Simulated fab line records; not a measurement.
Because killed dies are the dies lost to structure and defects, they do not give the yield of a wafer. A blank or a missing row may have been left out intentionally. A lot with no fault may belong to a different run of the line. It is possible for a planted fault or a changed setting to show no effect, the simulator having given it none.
2 desks looking at one fault | flow sky130 | only its own numbers are on each desk; what lay behind them is given at the end

FROM THE METROLOGY DESK
Means of the sampled wafers that have a number, per lot and without regard to the tool the lot ran on: this is what the gauges read. Any lot whose mean is over 4 standard deviations away from the usual mean is out of limits and marked OUT; that distance is given in the brackets.
Columns: A = VIA4_W_THK at SKY_VIA4_THK_MEAS_20, usual 514 nm; B = METAL5_ALCU_RS at SKY_METAL5_RS_MEAS_05, usual 0.02714 ohm/sq; C = METAL5_ALCU_THK at SKY_METAL5_THK_MEAS_06, usual 1170 nm
lot  | first seen here | A   | B       | C
L335 | day 43 11:53    | 510 | 0.02712 | 1173
L338 | day 44 09:58    | 522 | 0.02700 | 1168
L346 | day 48 00:08    | 515 | 0.02723 | 1175
L349 | day 48 01:19    | 512 | 0.02705 | 1169
L353 | day 48 02:35    | 516 | 0.02710 | 1166
L354 | day 48 04:05    | 506 | 0.02710 | 1172
This desk found nothing out of limits on any of the 6 lots.

TOOL OWNER'S DESK, litho-track-01
The tool's own readings at SKY_METAL5_SOFTBAKE_10 (time 60 s): means of the sampled wafers that have a number, for each lot that ran on this tool. Any lot whose mean is over 4 standard deviations away from the usual mean is out of limits and marked OUT; that distance is given in the brackets.
Columns: A = chill-plate-temp-C at SKY_METAL5_SOFTBAKE_10, usual 23.01 C; B = heater-power-total-W at SKY_METAL5_SOFTBAKE_10, usual 56.60 W; C = plate-temp-C at SKY_METAL5_SOFTBAKE_10, usual 89.99 C; D = resist-line-temp-C at SKY_METAL5_SOFTBAKE_10, usual 23.01 C
lot  | first seen here | A     | B               | C               | D
L335 | day 44 00:53    | 23.04 | 56.64           | 90.04           | 23.11
L346 | day 48 08:55    | 23.08 | 58.54 (+44) OUT | 92.09 (+16) OUT | 22.99
L349 | day 48 10:58    | 22.85 | 58.44 (+42) OUT | 92.13 (+16) OUT | 22.96
This desk's verdict: out of limits on L346, L349, starting with L346 at day 48 08:55 (heater-power-total-W at SKY_METAL5_SOFTBAKE_10). L335: within limits.

ALL TOGETHER
On L346, L349, at day 48 08:55, an alarm was possible from the tool owner's desk.
Nothing out of limits was seen by the metrology desk.
The metrology desk holds a record of L346, L349, inside its limits.
Every lot named ran SKY_METAL5_SOFTBAKE_10 on litho-track-01.

WHAT HAD BEEN PUT IN BY THE SIMULATOR
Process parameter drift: litho-track-01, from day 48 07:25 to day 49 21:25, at SKY_METAL5_SOFTBAKE_10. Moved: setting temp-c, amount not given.
Shown lots that were struck: L346, L349.
Each desk's first reading out of limits, in hours after the fault started: the tool owner's desk, 2.
